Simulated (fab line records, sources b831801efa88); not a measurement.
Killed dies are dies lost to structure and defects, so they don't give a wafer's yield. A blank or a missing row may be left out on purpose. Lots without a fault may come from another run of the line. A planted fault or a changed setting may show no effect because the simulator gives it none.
fab line records | flow sky130
record lots=6 wafers=18 last_day=50
route steps=708 shown SONOS_ONO@176 GATE_OXIDE@187 POLY_GATE@204 PAD_OPEN@708
lots that met no fault: from a run of the same line without faults
start_h: hours from the record's first day to the start of the lot's first wafer shown | wait_h: hours since the lot's step before | " the same as in the row above | L1.1+2: a row that stands for several wafers | - no value, or no start given | * or withheld: withheld | < > ~ a bound
route shown NAME@n: a module of which the file shows steps, and the number in the route of the first | usual: mean/standard deviation of fault-free wafers | same: alike in all rows | chamber/n: place in a boat | sites: the reading at each site | _std_site: their standard deviation | _edge_site: outer sites' mean less inner sites' | radius_mm: how far each site lies from the wafer's centre | mask NAME#n: copy n | behind: the tool/chamber that last shaped the wafer | hold: why the lot was held/for how many hours/how that ended | device: the transistor (n, p or np) that didn't switch | end of line: the same wafers' tests at the end of the route | a step without rows: its recipe alone | killed: dies lost to structure and defects at the first sort, not the wafer's yield | map: a wafer's dies, x killed, . not, _ none there
set.NAME: the setting as run; set.NAME@STEP: as run at that earlier step | model.NAME: the simulator's own value behind a step, which no gauge read
lots at some steps of the route; a table a step, a row a wafer
services: from which hour (start_h, from the record's first day; less than 0 if before it) a tool's chamber was out of use, for how many hours, and why
## steps
# step SKY_SONOS_ONO_COAT_08
# recipe resist=NOVOLAK spin_rpm=3024 resist_thk_nm=1140
# step SKY_SONOS_ONO_SOFTBAKE_09
# recipe temp_c=90 time_s=60 resist=NOVOLAK
# step SKY_SONOS_ONO_EXPOSE_10
# recipe mask_id=ONOM target_cd_nm=410 na=0.6 source_shape=conventional sigma_outer=0.6 dose_mj=150
# step SKY_SONOS_ONO_PEB_11
# recipe temp_c=withheld time_s=* resist=NOVOLAK
# step SKY_SONOS_ONO_DEVELOP_12
# recipe develop_time_s=60 dev_temp_c=23
# step SKY_SONOS_ONO_CD_MEAS_13
# recipe target_cd_nm=410
# usual cd_nm=410.0/1.8
# columns lot.wafer tool chamber start_h wait_h cd_nm
L273.1 cd_sem-02 - 288.95 0.1 412.5
L273.3 " - " " 411.6
L273.4 " - " " 412.3
L276.1 cd_sem-02 - 309.25 0.1 409.3
L276.4 " - " " 409.6
L276.5 " - " " 409.4
L278.1 cd_sem-02 - 332.91 0.1 409.1
L278.2 " - " " 410.5
L278.6 " - " " 408.7
L286.3 cd_sem-01 - 395.29 0.1 410.5
L286.4 " - " " 407.1
L286.5 " - " " 410.4
L288.2 cd_sem-02 - 415.49 0.1 406.1
L288.3 " - " " 406.7
L288.6 " - " " 409.0
L291.1 cd_sem-02 - 437.06 0.1 410.0
L291.2 " - " " 410.3
L291.5 " - " " 409.8
# step SKY_SONOS_ONO_OVL_MEAS_14
# usual SONOS_ONO_OVL=-0.6/1.6
# columns lot.wafer tool chamber start_h wait_h SONOS_ONO_OVL[nm]
L273.1 overlay-02 - 289.07 0.1 -2.1
L273.3 " - " " -0.5
L273.4 " - " " 0.1
L276.1 overlay-01 - 309.37 0.1 -2.1
L276.4 " - " " -1.4
L276.5 " - " " -2.1
L278.1 overlay-01 - 333.03 0.1 -0.5
L278.2 " - " " -1.1
L278.6 " - " " -1.2
L286.3 overlay-02 - 395.38 0.1 1.4
L286.4 " - " " 0.6
L286.5 " - " " 1.6
L288.2 overlay-02 - 415.60 0.1 0.7
L288.3 " - " " -1.4
L288.6 " - " " 3.4
L291.1 overlay-01 - 437.18 0.1 0.7
L291.2 " - " " 1.3
L291.5 " - " " 1.8
# step SKY_SONOS_ONO_ETCH_15
# recipe target_depth_nm=19.52 chemistry=CHF3/O2 source_w=600 bias_w=200 pressure_mtorr=40 chf3_flow_sccm=50 O2_flow_sccm=5 time_s=7.8
# usual drypump_motor_current_A=5.8/0.41 oes_product_au=1.003/0.0092 throttle_valve_pct=8.825/0.0085
# columns lot.wafer tool chamber start_h wait_h drypump_motor_current_A oes_product_au rf_hours_counter_h throttle_valve_pct
L273.1 rie_diel-01 3 289.11 0.0 5.5 1.014 28 8.829
L273.3 " 2 " " 6.3 0.998 86 8.820
L273.4 " 3 " " 5.5 1.010 - 8.817
L276.1 rie_diel-01 2 309.41 0.0 6.3 0.996 87 8.827
L276.4 " 0 " " 5.7 1.005 73 8.833
L276.5 " 0 " " 5.7 1.011 - 8.833
L278.1 rie_diel-02 3 333.07 0.0 6.4 1.008 14 8.833
L278.2 " 0 " " 5.1 1.021 39 8.828
L278.6 " 0 " " 5.1 1.013 - 8.821
L286.3 rie_diel-02 1 395.41 0.0 5.6 1.000 1 8.827
L286.4 " 0 " " 5.1 1.023 41 8.840
L286.5 " 2 " " 5.1 1.014 - 8.822
L288.2 rie_diel-01 0 415.63 0.0 5.7 0.999 75 8.827
L288.3 " 3 " " 5.5 0.995 30 8.825
L288.6 " 2 " " 6.3 0.994 - 8.828
L291.1 rie_diel-01 2 437.22 0.0 6.3 1.010 89 8.824
L291.2 " 0 " " 5.7 1.010 75 8.821
L291.5 " 3 " " 5.5 1.007 - 8.825
# step SKY_SONOS_ONO_WET_ETCH_16
# recipe chemistry=dHF target_depth_nm=14 dry=n2_spin target=SiO2 dilution=100:1 temp_c=25 time_s=280
# step SKY_SONOS_ONO_STRIP_17
# recipe chemistry=O2/N2 power_w=1400 pressure_mtorr=1500 platen_temp_c=withheld o2_flow_sccm=3000 n2_flow_sccm=300 overash_fraction=0.5
# usual drypump_motor_current_A=5.6/0.45 oes_product_au=0.710/0.0039 strip_time_to_endpoint_s=14.03/0.04
# columns lot.wafer tool chamber start_h wait_h drypump_motor_current_A oes_product_au rf_hours_counter_h strip_time_to_endpoint_s
L273.1 plasma_asher-01 0 289.21 0.0 6.3 0.706 18 14.09
L273.3 " 1 " " 5.4 0.706 - 14.13
L273.4 " 0 " " 6.3 0.715 - 14.12
L276.1 plasma_asher-03 0 309.51 0.0 5.6 0.716 49 14.01
L276.4 " 0 " " 5.6 0.713 - 14.01
L276.5 " 1 " " 5.9 0.708 - 14.04
L278.1 plasma_asher-02 0 333.18 0.0 5.9 0.712 65 14.05
L278.2 " 1 " " 4.9 0.708 65 14.02
L278.6 " 0 " " 5.8 0.718 - 14.09
L286.3 plasma_asher-02 1 395.55 0.0 4.9 0.703 - 14.00
L286.4 " 0 " " 5.8 0.706 - 14.01
L286.5 " 1 " " 4.9 0.705 - 14.02
L288.2 plasma_asher-02 0 415.74 0.0 5.9 0.709 74 14.04
L288.3 " 0 " " 5.9 0.709 - 14.03
L288.6 " 1 " " 4.9 0.716 - 14.03
L291.1 plasma_asher-01 1 437.33 0.0 5.4 0.707 34 14.04
L291.2 " 0 " " 6.2 0.713 34 14.04
L291.5 " 1 " " 5.4 0.711 - 14.05
# step SKY_SONOS_ONO_WET_ETCH_18
# recipe chemistry=H3PO4 target_depth_nm=15 target=Si3N4 temp_c=160 time_s=172
# step SKY_GATE_OXIDE_CLEAN_00
# recipe chemistry=SC1/SC2 mix=1:4:20 temp_c=70 time_s=150 dry=n2_spin
# step SKY_GATE_OXIDE_OXIDATION_01
# recipe temp_c=900 ambient=O2 stabilise_s=600 purge_s=300 target_thk_a=102.68 ox_time_s=1473
# usual ox_temp_c=900.0/0.45 ox_time_s=1473/0 spike_tc_bottom_C=918/4.4 spike_tc_upper_C=901.0/1.1 zone_power_centre_pct=16.1/1.7
# columns lot.wafer tool chamber start_h wait_h ox_temp_c ox_time_s spike_tc_bottom_C spike_tc_upper_C zone_power_centre_pct model.SiO2_of_GATE_OXIDE_OXIDATION_01.thk_nm
L273.1 furnace-01 0 290.44 1.0 899.7 1473 922 901.5 14.6 10.43
L273.3 " 0 " " 900.5 1473 921 900.5 14.9 10.4
L273.4 " 0 " " 900.3 1473 921 902.0 14.6 10.45
L276.1 furnace-01 0 310.21 0.5 898.9 1296.2 924 900.2 14.9 9.784
L276.4 " 0 " " 899.0 1296.2 920 900.9 14.7 9.81
L276.5 " 0 " " 900.2 1296.2 923 902.9 14.5 9.754
L278.1 furnace-01 0 334.03 0.6 899.9 1296.2 920 901.7 14.5 9.81
L278.2 " 0 " " 900.2 1296.2 921 901.8 14.7 9.615
L278.6 " 0 " " 899.9 1296.2 922 902.7 14.8 9.722
L286.3 furnace-01 0 396.05 0.3 900.3 1473 921 903.7 14.5 10.84
L286.4 " 0 " " 900.1 1473 922 901.6 14.6 10.73
L286.5 " 0 " " 900.6 1473 921 900.5 14.7 10.97
L288.2 furnace-02 0 417.17 1.2 900.6 1473 912 900.2 18.5 10.37
L288.3 " 0 " " 900.6 1473 913 900.9 18.2 10.46
L288.6 " 0 " " 900.6 1473 914 901.3 18.0 10.24
L291.1 furnace-02 0 439.39 1.9 900.6 1473 914 899.6 18.1 10.08
L291.2 " 0 " " 900.1 1473 911 900.9 18.2 9.895
L291.5 " 0 " " 900.1 1473 914 901.2 18.3 9.983
# step SKY_GATE_OXIDE_THK_MEAS_02
# recipe reads=SiO2_of_GATE_OXIDE_OXIDATION_01
# usual GATE_OXIDE_OXIDATION_00_THK=10.39/0.24
# columns lot.wafer tool chamber start_h wait_h GATE_OXIDE_OXIDATION_00_THK[nm]
L273.1 film_metro-01 - 291.85 0.0 10.46
L273.3 " - " " 10.36
L273.4 " - " " 10.46
L276.1 film_metro-01 - 311.62 0.0 9.73
L276.4 " - " " 9.78
L276.5 " - " " 9.74
L278.1 film_metro-01 - 335.44 0.0 9.79
L278.2 " - " " 9.60
L278.6 " - " " 9.74
L286.3 film_metro-01 - 397.48 0.0 10.84
L286.4 " - " " 10.78
L286.5 " - " " 10.95
L288.2 film_metro-01 - 418.59 0.0 10.34
L288.3 " - " " 10.46
L288.6 " - " " 10.28
L291.1 film_metro-03 - 440.80 0.0 10.04
L291.2 " - " " 9.91
L291.5 " - " " 9.98
# step SKY_GATE_OXIDE_DEHYDRATE_03
# recipe temp_c=200 time_s=60
# step SKY_GATE_OXIDE_HMDS_04
# recipe prime_time_s=60 prime_temp_c=120
# step SKY_GATE_OXIDE_COAT_05
# recipe resist=NOVOLAK spin_rpm=3000 resist_thk_nm=1140
# step SKY_GATE_OXIDE_SOFTBAKE_06
# recipe temp_c=90 time_s=60 resist=NOVOLAK
# step SKY_GATE_OXIDE_EXPOSE_07
# recipe mask_id=LVOM na=0.6 source_shape=conventional sigma_outer=0.6 polarization=unpolarized target_cd_nm=600 dose_mj=170
# step SKY_GATE_OXIDE_PEB_08
# recipe temp_c=withheld time_s=* resist=NOVOLAK
# step SKY_GATE_OXIDE_DEVELOP_09
# recipe resist=NOVOLAK developer=TMAH develop_time_s=60 dev_temp_c=23
# step SKY_GATE_OXIDE_OVL_MEAS_10
# usual GATE_OXIDE_OVL=-1.0/1.3
# columns lot.wafer tool chamber start_h wait_h GATE_OXIDE_OVL[nm]
L273.1 overlay-02 - 316.61 0.1 -2.0
L273.3 " - " " -0.8
L273.4 " - " " -0.9
L276.1 overlay-01 - 338.86 0.1 -0.7
L276.4 " - " " -0.7
L276.5 " - " " -1.4
L278.1 overlay-01 - 362.91 0.1 -0.9
L278.2 " - " " -0.2
L278.6 " - " " -0.5
L286.3 overlay-02 - 427.47 0.1 -0.9
L286.4 " - " " -1.9
L286.5 " - " " -1.2
L288.2 overlay-02 - 449.17 0.1 0.3
L288.3 " - " " -1.8
L288.6 " - " " 0.1
L291.1 overlay-01 - 472.17 0.1 -1.3
L291.2 " - " " -0.3
L291.5 " - " " -0.4
# step SKY_GATE_OXIDE_IMPLANT_11
# recipe species=B energy_kev=10 dose_cm2=2.6e+12 tilt_deg=withheld
# step SKY_GATE_OXIDE_WET_ETCH_12
# recipe chemistry=dHF target_depth_nm=16.8 dry=n2_spin target=SiO2 dilution=100:1 temp_c=25 time_s=336
# step SKY_GATE_OXIDE_STRIP_13
# recipe chemistry=O2/N2 power_w=1400 pressure_mtorr=1500 platen_temp_c=withheld o2_flow_sccm=3000 n2_flow_sccm=300 overash_fraction=0.5
# usual drypump_motor_current_A=5.7/0.4 oes_product_au=0.716/0.0044 strip_time_to_endpoint_s=14.18/0.043
# columns lot.wafer tool chamber start_h wait_h drypump_motor_current_A oes_product_au rf_hours_counter_h strip_time_to_endpoint_s
L273.1 plasma_asher-02 1 316.90 0.0 4.9 0.720 64 14.24
L273.3 " 1 " " 4.9 0.715 - 14.20
L273.4 " 0 " " 5.9 0.707 - 14.20
L276.1 plasma_asher-02 1 339.17 0.0 4.9 0.723 66 14.25
L276.4 " 1 " " 4.9 0.718 - 14.19
L276.5 " 1 " " 4.9 0.713 - 14.21
L278.1 plasma_asher-02 1 363.20 0.0 4.9 0.713 68 14.17
L278.2 " 0 " " 5.9 0.710 68 14.22
L278.6 " 0 " " 5.9 0.724 - 14.22
L286.3 plasma_asher-03 1 427.78 0.0 6.0 0.721 - 14.21
L286.4 " 0 " " 5.6 0.711 - 14.22
L286.5 " 1 " " 5.9 0.721 - 14.23
L288.2 plasma_asher-02 0 449.45 0.0 5.8 0.716 2 14.17
L288.3 " 0 " " 5.8 0.711 - 14.14
L288.6 " 0 " " 5.8 0.714 - 14.19
L291.1 plasma_asher-03 0 472.46 0.0 5.6 0.712 65 14.12
L291.2 " 1 " " 5.9 0.716 65 14.18
L291.5 " 1 " " 5.9 0.717 - 14.13
# step SKY_GATE_OXIDE_TW_MEAS_14
# usual GATE_OXIDE_TW=224.9/1.9
# columns lot.wafer tool chamber start_h wait_h GATE_OXIDE_TW
L273.1 film_metro-03 - 317.00 0.1 223.3
L273.3 " - " " 225.4
L273.4 " - " " 225.6
L276.1 film_metro-04 - 339.27 0.1 225.3
L276.4 " - " " 224.8
L276.5 " - " " 224.9
L278.1 film_metro-04 - 363.30 0.1 225.1
L278.2 " - " " 226.0
L278.6 " - " " 226.7
L286.3 film_metro-01 - 427.87 0.1 227.4
L286.4 " - " " 226.8
L286.5 " - " " 227.7
L288.2 film_metro-01 - 449.56 0.1 226.3
L288.3 " - " " 226.0
L288.6 " - " " 226.8
L291.1 film_metro-01 - 472.56 0.1 226.7
L291.2 " - " " 228.2
L291.5 " - " " 227.0
# step SKY_GATE_OXIDE_CLEAN_15
# recipe chemistry=SC1/SC2 mix=1:4:20 temp_c=70 time_s=150 dry=n2_spin
# step SKY_GATE_OXIDE_OXIDATION_16
# recipe temp_c=800 ambient=O2 idle_temp_c=700 ramp_up_c_per_min=10 ramp_down_c_per_min=3 stabilise_s=600 purge_s=300 target_thk_a=35.7 ox_time_s=1915
# usual ox_temp_c=800.0/0.37 ox_time_s=1915/0 spike_tc_bottom_C=817/4.3 spike_tc_upper_C=800.8/1 zone_power_centre_pct=13.3/1.3
# columns lot.wafer tool chamber start_h wait_h ox_temp_c ox_time_s spike_tc_bottom_C spike_tc_upper_C zone_power_centre_pct model.SiO2_of_GATE_OXIDE_OXIDATION_01.thk_nm
L273.1 furnace-01 0 317.23 0.1 800.0 1915 823 801.8 11.5 11.82
L273.3 " 0 " " 799.9 1915 824 803.2 11.5 11.81
L273.4 " 0 " " 799.6 1915 825 800.8 11.5 11.85
L276.1 furnace-02 0 339.87 0.5 800.2 1915 815 801.7 14.1 11.18
L276.4 " 0 " " 799.7 1915 814 801.2 14.0 11.21
L276.5 " 0 " " 799.9 1915 814 801.8 14.4 11.16
L278.1 furnace-01 0 364.35 0.9 800.2 1915 823 799.2 11.6 11.27
L278.2 " 0 " " 800.0 1915 823 799.5 11.6 11.08
L278.6 " 0 " " 800.0 1915 823 798.9 11.4 11.14
L286.3 furnace-02 0 429.61 1.6 800.3 1915 815 803.5 14.3 12.15
L286.4 " 0 " " 800.0 1915 814 801.2 14.6 12.03
L286.5 " 0 " " 800.4 1915 814 799.4 14.1 12.25
L288.2 furnace-02 0 450.24 0.6 799.8 1915 816 801.0 14.3 11.74
L288.3 " 0 " " 800.1 1915 814 801.1 14.0 11.83
L288.6 " 0 " " 800.3 1915 812 802.4 14.2 11.63
L291.1 furnace-02 0 472.69 0.0 800.5 1915 815 800.8 14.3 11.49
L291.2 " 0 " " 799.9 1915 814 802.7 14.2 11.33
L291.5 " 0 " " 800.1 1915 816 799.5 14.1 11.43
# step SKY_POLY_GATE_CVD_00
# recipe material=poly-Si target_thk_nm=180 temp_c=620 time_s=720 pressure_mtorr=200
# step SKY_PAD_OPEN_PROBE_99
# usual killed_at_M0_to_M3=43/5.9 killed_at_M4_up=2.9/1.5 killed_at_contacts=24/5 killed_at_front_end=15/4.8 killed_at_other=0.2/0.5 killed_dies=86/9.3 killed_open=47/7.1 killed_short=38/6.3
# same gross_dies=492 killed_at_back_side=0
# columns lot.wafer tool chamber start_h wait_h killed_at_M0_to_M3 killed_at_M4_up killed_at_contacts killed_at_front_end killed_at_other killed_dies killed_open killed_short model.etest.nfet_16v.r_on_ohm_um model.etest.tip_sonos.rs_ohm_sq model.etest.pfet_g5v0d10v5.r_on_ohm_um model.etest.nfet_g5v0d10v5.r_on_ohm_um model.etest.nfet_g5v0d10v5.drive_ua_um model.etest.nfet_05v0_nvt.drive_ua_um model.etest.pfet_g5v0d10v5.drive_ua_um model.etest.nfet_16v.drive_ua_um
L273.1 prober-02 - 1090.37 0.1 43 2 35 14 0 94 58 36 1.412e+04 2701 4767 1885 605.1 578.7 339.9 220.1
L273.3 prober-02 - 1090.47 0.2 44 4 22 18 0 88 44 44 1.417e+04 2719 4726 1868 606.7 580.2 340.1 222.1
L273.4 prober-02 - 1090.52 0.2 42 4 13 11 1 71 34 37 1.417e+04 2725 4766 1910 595.2 574.4 335.7 220.3
L276.1 prober-01 - 1101.74 0.1 50 1 29 18 0 98 60 38 1.376e+04 2531 4546 1802 638.8 599.4 357.4 233
L276.4 prober-01 - 1101.89 0.2 41 2 23 7 0 73 45 28 1.357e+04 2546 4631 1811 637.9 600.5 354.1 233.9
L276.5 prober-01 - 1101.94 0.2 40 1 19 11 1 72 45 27 1.37e+04 2551 4617 1812 635.5 601.5 350.6 235.8
L278.1 prober-01 - 1128.65 0.1 38 2 17 10 0 67 38 29 1.384e+04 2636 4701 1846 632.1 604.9 346.8 234
L278.2 prober-01 - 1128.70 0.1 42 1 20 12 0 75 47 28 1.37e+04 2587 4687 1841 646.2 607.9 349.3 237.7
L278.6 prober-01 - 1128.90 0.2 47 5 35 21 0 108 71 37 1.36e+04 2590 4686 1832 639.2 600.1 352.1 235.8
L286.3 prober-01 - 1165.65 0.2 41 5 28 19 0 93 55 38 1.438e+04 2809 4812 1925 579.2 559 334.7 216.4
L286.4 prober-01 - 1165.70 0.2 41 3 27 16 0 87 39 48 1.427e+04 2775 4729 1874 595.6 566.5 338.2 217.8
L286.5 prober-01 - 1165.75 0.2 49 2 21 11 0 83 50 33 1.454e+04 2858 4819 1928 578.5 560 333.4 211.7
L288.2 prober-01 - 1176.99 0.1 39 7 21 9 0 76 54 22 1.418e+04 2729 4811 1864 610 574.1 338 223.7
L288.3 prober-01 - 1177.04 0.2 48 3 28 14 0 93 58 35 1.423e+04 2742 4810 1878 603.9 575.4 334.5 221.7
L288.6 prober-01 - 1177.19 0.2 44 4 18 16 0 82 47 35 1.406e+04 2676 4732 1858 615.3 585.2 343.4 225.8
L291.1 prober-01 - 1193.52 0.1 50 3 24 12 0 89 46 43 1.394e+04 2660 4733 1863 616.5 582.1 340.3 227.2
L291.2 prober-01 - 1193.57 0.1 38 1 26 11 1 77 46 31 1.379e+04 2616 4670 1847 628.2 594.3 346.5 230.7
L291.5 prober-01 - 1193.72 0.2 38 4 18 12 1 73 38 35 1.369e+04 2651 4726 1868 618 584.2 341.9 228.2
# killed by level:class
L273.1 CONTACT:geometric_particle:open=14 VIA1:geometric_particle:open=11 VIA3:geometric_particle:open=8 CONTACT:geometric_particle:short=7 POLY_GATE:geometric_particle:short=6 LI_CONTACT:geometric_particle:open=6 METAL1:geometric_particle:short=4 POLY_GATE:geometric_particle:open=3
L273.3 VIA1:geometric_particle:open=9 LI_CONTACT:geometric_particle:open=7 CONTACT:geometric_particle:open=7 POLY_GATE:geometric_particle:open=6 FIELD_ISO:geometric_particle:short=5 VIA1:geometric_particle:short=5 VIA2:geometric_particle:open=5 VIA2:geometric_particle:short=5
L273.4 METAL1:geometric_particle:short=7 METAL2:geometric_particle:short=6 LI_CONTACT:geometric_particle:open=5 VIA1:geometric_particle:open=5 VIA2:geometric_particle:open=5 FIELD_ISO:geometric_particle:short=4 CONTACT:geometric_particle:open=4 METAL3:geometric_particle:short=4
L276.1 VIA1:geometric_particle:open=16 LI_CONTACT:geometric_particle:open=10 CONTACT:geometric_particle:short=8 POLY_GATE:geometric_particle:short=7 VIA3:geometric_particle:open=7 VIA1:geometric_particle:short=7 CONTACT:geometric_particle:open=7 VIA2:geometric_particle:open=6
L276.4 VIA1:geometric_particle:open=13 CONTACT:geometric_particle:open=9 METAL1:geometric_particle:short=6 LI_CONTACT:geometric_particle:open=5 CONTACT:geometric_particle:short=5 VIA1:geometric_particle:short=4 METAL2:geometric_particle:short=3 METAL2:geometric_particle:open=3
L276.5 VIA1:geometric_particle:open=14 CONTACT:geometric_particle:open=12 METAL1:geometric_particle:short=8 POLY_GATE:geometric_particle:open=5 LI_CONTACT:geometric_particle:open=5 METAL2:geometric_particle:short=5 POLY_GATE:geometric_particle:short=3 VIA1:geometric_particle:short=3
L278.1 VIA2:geometric_particle:open=9 LI_CONTACT:geometric_particle:open=8 METAL1:geometric_particle:short=7 VIA1:geometric_particle:open=7 POLY_GATE:geometric_particle:short=4 CONTACT:geometric_particle:open=4 CONTACT:geometric_particle:short=3 VIA1:geometric_particle:short=3
L278.2 VIA1:geometric_particle:open=10 CONTACT:geometric_particle:open=7 CONTACT:geometric_particle:short=6 METAL1:geometric_particle:open=6 FIELD_ISO:geometric_particle:open=5 LI_CONTACT:geometric_particle:open=5 VIA2:geometric_particle:open=5 METAL2:geometric_particle:short=4
L278.6 LI_CONTACT:geometric_particle:open=13 CONTACT:geometric_particle:open=13 VIA2:geometric_particle:open=10 VIA1:geometric_particle:open=9 FIELD_ISO:geometric_particle:open=7 VIA3:geometric_particle:open=7 FIELD_ISO:geometric_particle:short=6 CONTACT:geometric_particle:short=5
L286.3 VIA1:geometric_particle:open=14 LI_CONTACT:geometric_particle:open=10 CONTACT:geometric_particle:open=9 METAL1:geometric_particle:short=6 FIELD_ISO:geometric_particle:short=5 VIA3:geometric_particle:open=5 FIELD_ISO:geometric_particle:open=4 POLY_GATE:geometric_particle:short=4
L286.4 CONTACT:geometric_particle:open=9 FIELD_ISO:geometric_particle:short=8 LI_CONTACT:geometric_particle:open=7 VIA1:geometric_particle:open=6 VIA3:geometric_particle:open=6 CONTACT:geometric_particle:short=6 LOCAL_INTERCONNECT:geometric_particle:short=5 METAL1:geometric_particle:short=5
L286.5 VIA1:geometric_particle:open=17 LI_CONTACT:geometric_particle:open=8 VIA1:geometric_particle:short=8 CONTACT:geometric_particle:open=6 VIA3:geometric_particle:open=6 FIELD_ISO:geometric_particle:open=4 METAL2:geometric_particle:short=4 CONTACT:geometric_particle:short=3
L288.2 VIA1:geometric_particle:open=12 VIA3:geometric_particle:open=9 CONTACT:geometric_particle:open=8 VIA2:geometric_particle:open=7 METAL4:geometric_particle:short=5 LI_CONTACT:geometric_particle:open=4 LOCAL_INTERCONNECT:geometric_particle:short=4 METAL1:geometric_particle:open=4
L288.3 VIA1:geometric_particle:open=12 CONTACT:geometric_particle:open=11 VIA2:geometric_particle:open=9 METAL1:geometric_particle:short=7 VIA3:geometric_particle:open=7 POLY_GATE:geometric_particle:open=6 METAL2:geometric_particle:short=5 LI_CONTACT:geometric_particle:open=5
L288.6 VIA1:geometric_particle:open=11 VIA3:geometric_particle:open=8 CONTACT:geometric_particle:open=6 FIELD_ISO:geometric_particle:short=5 LI_CONTACT:geometric_particle:open=5 METAL1:geometric_particle:short=5 METAL2:geometric_particle:short=5 FIELD_ISO:geometric_particle:open=4
L291.1 VIA2:geometric_particle:open=11 VIA1:geometric_particle:open=10 VIA1:geometric_particle:short=9 LI_CONTACT:geometric_particle:open=7 METAL3:geometric_particle:short=7 CONTACT:geometric_particle:short=5 CONTACT:geometric_particle:open=5 FIELD_ISO:geometric_particle:open=4
L291.2 VIA2:geometric_particle:open=12 CONTACT:geometric_particle:open=11 CONTACT:geometric_particle:short=6 VIA1:geometric_particle:open=5 METAL1:geometric_particle:short=4 METAL2:geometric_particle:open=4 POLY_GATE:geometric_particle:short=3 LI_CONTACT:geometric_particle:short=3
L291.5 VIA2:geometric_particle:open=11 CONTACT:geometric_particle:open=10 VIA2:geometric_particle:short=6 FIELD_ISO:geometric_particle:open=4 METAL1:geometric_particle:short=4 FIELD_ISO:geometric_particle:short=3 CONTACT:geometric_particle:short=3 VIA1:geometric_particle:short=3
## services
# columns tool chamber start_h hours kind
rie_diel-02 - 279.51 0.3 repair
rie_diel-01 1 283.49 16.3 repair
plasma_asher-03 - 286.62 5.5 repair
rie_diel-02 1 297.67 7.5 repair
rie_diel-02 0 304.98 6.8 repair
rie_diel-01 2 313.19 3.4 repair
rie_diel-01 2 320.82 3.3 repair
rie_diel-02 - 333.96 2.8 pm
furnace-02 - 334.64 1.1 pm
plasma_asher-03 - 353.31 1.8 repair
plasma_asher-03 - 357.79 8.6 repair
furnace-01 - 367.13 3.5 pm
plasma_asher-01 - 379.05 2.8 pm
furnace-01 - 389.10 1.5 repair
furnace-01 - 404.13 3.8 pm
rie_diel-01 - 410.68 0.2 repair
furnace-02 - 418.58 3.2 pm
plasma_asher-02 - 421.25 9.0 pm
plasma_asher-02 0 421.25 9.0 vent_cycle
plasma_asher-02 1 421.25 9.0 vent_cycle
furnace-02 - 421.76 3.4 pm
plasma_asher-02 0 430.25 - clean
plasma_asher-02 1 430.25 - clean
furnace-01 - 454.05 3.4 pm
## key
first_sign step=SKY_GATE_OXIDE_OXIDATION_01 reading=ox_time_s direction=down sigmas=99+ usual=* struck=*
effect step=SKY_GATE_OXIDE_THK_MEAS_02 reading=GATE_OXIDE_OXIDATION_00_THK direction=down sigmas=2.7 usual=10.39 struck=9.73
model_effect step=SKY_GATE_OXIDE_OXIDATION_01 value=SiO2_of_GATE_OXIDE_OXIDATION_01.thk_nm without=10.63 struck=9.749
model_effect step=SKY_GATE_OXIDE_OXIDATION_16 value=SiO2_of_GATE_OXIDE_OXIDATION_01.thk_nm without=11.98 struck=11.17
model_effect step=SKY_PAD_OPEN_PROBE_99 value=etest.nfet_16v.r_on_ohm_um without=1.413e+04 struck=1.37e+04
met_at SKY_GATE_OXIDE_OXIDATION_01
struck_wafers L276.1,L276.4,L276.5,L278.1,L278.2,L278.6
tester_left_out L276,L278
onset_between 290.44 310.21
fault kind=process_parameter_drift tool=furnace-01 chamber=- onset_h=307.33 steps=SKY_GATE_OXIDE_OXIDATION_01 channel=ox_time_s offset=* shape=step end_h=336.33 acts_in=* stated=*
# tester_left_out: of these lots the tester's yield and bins aren't shown, on N5 and GAA mostly nor the transistor test; their killed dies are dies lost to structure and defects alone, not to doping, threshold or leakage, so they don't give the yield
